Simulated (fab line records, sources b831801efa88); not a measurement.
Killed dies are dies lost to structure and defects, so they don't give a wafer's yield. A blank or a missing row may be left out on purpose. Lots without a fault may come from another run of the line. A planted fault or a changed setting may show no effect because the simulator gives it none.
Which tool did it? | flow sky130 | 12 lots, 36 wafers sampled, at 5 steps of a route of 708

WHAT THE GAUGES READ, wafer by wafer
SKY_FIELD_ISO_THK_MEAS_23. Usual: FIELD_ISO_OXIDATION_01_THK 9.91 nm, standard deviation 0.18.
lot  | measured    | on            | FIELD_ISO_OXIDATION_01_THK (nm) | flag
L371 | day 2 12:33 | film_metro-04 | 9.53 9.81 9.55                  |
L370 | day 2 12:34 | film_metro-03 | 9.87 9.89 9.84                  |
L372 | day 2 22:20 | film_metro-01 | 10.01 10.12 10.12               |
L375 | day 3 12:30 | film_metro-03 | 9.93 9.97 9.87                  |
L376 | day 3 20:31 | film_metro-01 | 9.86 9.86 9.71                  |
L377 | day 3 21:04 | film_metro-01 | 9.97 9.91 10.00                 |
L378 | day 4 05:20 | film_metro-01 | 10.14 10.15 10.18               |
L379 | day 4 09:31 | film_metro-03 | 10.18 10.13 10.12               |
L380 | day 4 11:38 | film_metro-03 | 9.78 9.82 9.76                  |
L381 | day 4 17:39 | film_metro-04 | 9.62 9.49 9.80                  |
L382 | day 4 21:40 | film_metro-01 | 9.94 10.05 10.00                |
L392 | day 7 01:53 | film_metro-01 | 10.15 10.02 10.21               |

SKY_PWDE_TW_MEAS_10. Usual: PWDE_TW 374, standard deviation 3.2.
lot  | measured    | on            | PWDE_TW     | flag
L371 | day 4 14:00 | film_metro-02 | 372 371 372 |
L370 | day 4 13:56 | film_metro-04 | 374 374 374 |
L372 | day 4 21:42 | film_metro-02 | 372 370 371 |
L375 | day 5 04:22 | film_metro-04 | 376 375 374 |
L376 | day 5 13:14 | film_metro-04 | 373 373 375 |
L377 | day 5 13:34 | film_metro-02 | 370 370 370 |
L378 | day 6 00:07 | film_metro-04 | 378 380 377 |
L379 | day 6 05:08 | film_metro-03 | 376 378 375 |
L380 | day 6 06:46 | film_metro-03 | 377 376 375 |
L381 | day 6 13:15 | film_metro-04 | 378 379 379 |
L382 | day 6 15:46 | film_metro-03 | 376 378 378 |
L392 | day 9 00:22 | film_metro-02 | 369 370 369 |

SKY_NWELL_TW_MEAS_26. Usual: NWELL_2_TW 497, standard deviation 4.3.
lot  | measured     | on            | NWELL_2_TW  | flag
L371 | day 6 02:45  | film_metro-03 | 500 502 499 |
L370 | day 6 02:37  | film_metro-04 | 502 504 502 |
L372 | day 6 10:55  | film_metro-04 | 502 502 502 |
L375 | day 6 17:43  | film_metro-04 | 501 502 497 |
L376 | day 7 03:39  | film_metro-04 | 499 496 496 |
L377 | day 7 04:28  | film_metro-04 | 497 496 497 |
L378 | day 7 14:46  | film_metro-03 | 496 500 502 |
L379 | day 7 21:04  | film_metro-03 | 497 496 497 |
L380 | day 7 23:22  | film_metro-02 | 492 494 491 |
L381 | day 8 04:49  | film_metro-03 | 459 460 459 | OFF
L382 | day 8 07:41  | film_metro-02 | 455 455 451 | OFF
L392 | day 10 22:16 | film_metro-04 | 504 500 501 |

WHICH TOOL RAN EACH LOT (tool, then ch and the chambers of the sampled wafers, then the start)
lot  | SKY_FIELD_ISO_CMP_27         | SKY_NWELL_IMPLANT_24
L371 | cmp-01 ch 0,1, day 2 21:29   | implanter-02 ch 0, day 6 02:31
L370 | cmp-01 ch 0,1, day 2 21:08   | implanter-01 ch 0, day 6 02:24
L372 | cmp-02 ch 1,2, day 3 06:37   | implanter-01 ch 0, day 6 10:43
L375 | cmp-01 ch 0,2,3, day 3 15:19 | implanter-02 ch 0, day 6 17:28
L376 | cmp-01 ch 1,2, day 3 22:34   | implanter-03 ch 0, day 7 03:25
L377 | cmp-02 ch 1,2,3, day 4 00:10 | implanter-02 ch 0, day 7 04:13
L378 | cmp-02 ch 1,2, day 4 08:23   | implanter-01 ch 0, day 7 14:31
L379 | cmp-02 ch 1,2,3, day 4 13:07 | implanter-01 ch 0, day 7 20:50
L380 | cmp-01 ch 0,2, day 4 14:40   | implanter-02 ch 0, day 7 23:09
L381 | cmp-02 ch 0,1,3, day 4 20:22 | implanter-01 ch 0, day 8 04:34
L382 | cmp-01 ch 0,3, day 4 23:22   | implanter-01 ch 0, day 8 07:26
L392 | cmp-01 ch 1,3, day 7 04:53   | implanter-03 ch 0, day 10 22:02
- SKY_FIELD_ISO_CMP_27: polishes, stops on Si3N4, t overpolish 16 s, target thk 457.8 nm.
- SKY_NWELL_IMPLANT_24

WHAT THE TOOLS THEMSELVES READ (means of the sampled wafers that have a number; where no wafer has one, the mark that the record gives instead)
SKY_FIELD_ISO_CMP_27. Usual: motor_current_A 11.3 A, standard deviation 0.67; overpolish_run_s 16.001 s, standard deviation 0.0093; slurry_filter_dp_kPa 13.47 kPa, standard deviation 0.15; time_to_endpoint_s 111 s, standard deviation 6.
lot  | tool   | motor_current_A (A) | overpolish_run_s (s) | slurry_filter_dp_kPa (kPa) | time_to_endpoint_s (s) | flag
L371 | cmp-01 | 11.1                | 15.998               | 13.38                      | 111                    |
L370 | cmp-01 | 11.4                | 16.008               | 13.51                      | 110                    |
L372 | cmp-02 | 11.6                | 16.006               | 13.48                      | 103                    |
L375 | cmp-01 | 10.6                | 15.996               | 13.60                      | 112                    |
L376 | cmp-01 | 11.6                | 16.002               | 13.38                      | 115                    |
L377 | cmp-02 | 11.5                | 16.004               | 13.46                      | 111                    |
L378 | cmp-02 | 11.4                | 16.009               | 13.48                      | 102                    |
L379 | cmp-02 | 11.9                | 15.999               | 13.45                      | 110                    |
L380 | cmp-01 | 11.0                | 16.009               | 13.44                      | 107                    |
L381 | cmp-02 | 12.0                | 15.995               | 13.54                      | 114                    |
L382 | cmp-01 | 10.8                | 16.004               | 13.47                      | 115                    |
L392 | cmp-01 | 11.4                | 16.008               | 13.43                      | 117                    |

SKY_NWELL_IMPLANT_24. Usual: beam_on_s 9.99 s, standard deviation 0.18; dose_ions_cm2 9.199e+12, standard deviation 9e+09; faraday_current_uA 51.9, standard deviation 0.94.
lot  | tool         | beam_on_s (s) | dose_ions_cm2 | faraday_current_uA | flag
L371 | implanter-02 | 9.99          | 9.193e+12     | 52.0               |
L370 | implanter-01 | 10.03         | 9.202e+12     | 51.6               |
L372 | implanter-01 | 10.06         | 9.201e+12     | 51.6               |
L375 | implanter-02 | 10.04         | 9.198e+12     | 51.5               |
L376 | implanter-03 | 9.94          | 9.198e+12     | 52.2               |
L377 | implanter-02 | 9.94          | 9.202e+12     | 52.0               |
L378 | implanter-01 | 10.03         | 9.205e+12     | 51.7               |
L379 | implanter-01 | 10.33         | 9.207e+12     | 50.2               |
L380 | implanter-02 | 10.08         | 9.197e+12     | 51.4               |
L381 | implanter-01 | 7.57          | 9.204e+12     | 68.7               | OFF
L382 | implanter-01 | 7.65          | 9.194e+12     | 67.6               | OFF
L392 | implanter-03 | 9.99          | 9.191e+12     | 52.0               |

THE ANSWER, worked out from the rows above alone
Rule: a lot is off if the mean of its wafers that have a number lies more than 3 standard deviations from the usual mean. A lot without any number at a reading at which 4 lots or more have one is off too. The other lots that the step has rows for count as sound. The gauges are gone through in route order, then the tools' own readings, and for those a lot's mean is taken as printed above. The first step at which some lot is off is used, and at that step the reading that is off furthest; a lot without a number counts as furthest.
Off: L381, L382, at SKY_NWELL_TW_MEAS_26 (NWELL_2_TW).
A tool fits if, at a process step before that reading, it ran every lot that is off, and no sound lot after the first of them. The gauges at SKY_NWELL_TW_MEAS_26 aren't tried: what is off there is off at SKY_NWELL_IMPLANT_24 too, on other tools, and a gauge's error can't cause that. One fits: implanter-01 at SKY_NWELL_IMPLANT_24. Its last sound lot is L379 (day 7 20:50), its first lot that is off L381 (day 8 04:34): a fault that began between those two fits.
The tool's own readings at SKY_NWELL_IMPLANT_24 bear it out: on the lots that are off they differ by more than 5 times the standard deviation of the sound lots' means. beam_on_s reads 7.61 s there against 10.04 s on the sound lots; faraday_current_uA reads 68.2 there against 51.6 on the sound lots.

WHAT THE SIMULATOR HAD PUT IN
Process parameter drift: implanter-01, from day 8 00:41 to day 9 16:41, at SKY_NWELL_IMPLANT_24. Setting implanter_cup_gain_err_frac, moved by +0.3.
Lots struck among those shown: L381, L382. The rule above found the same.
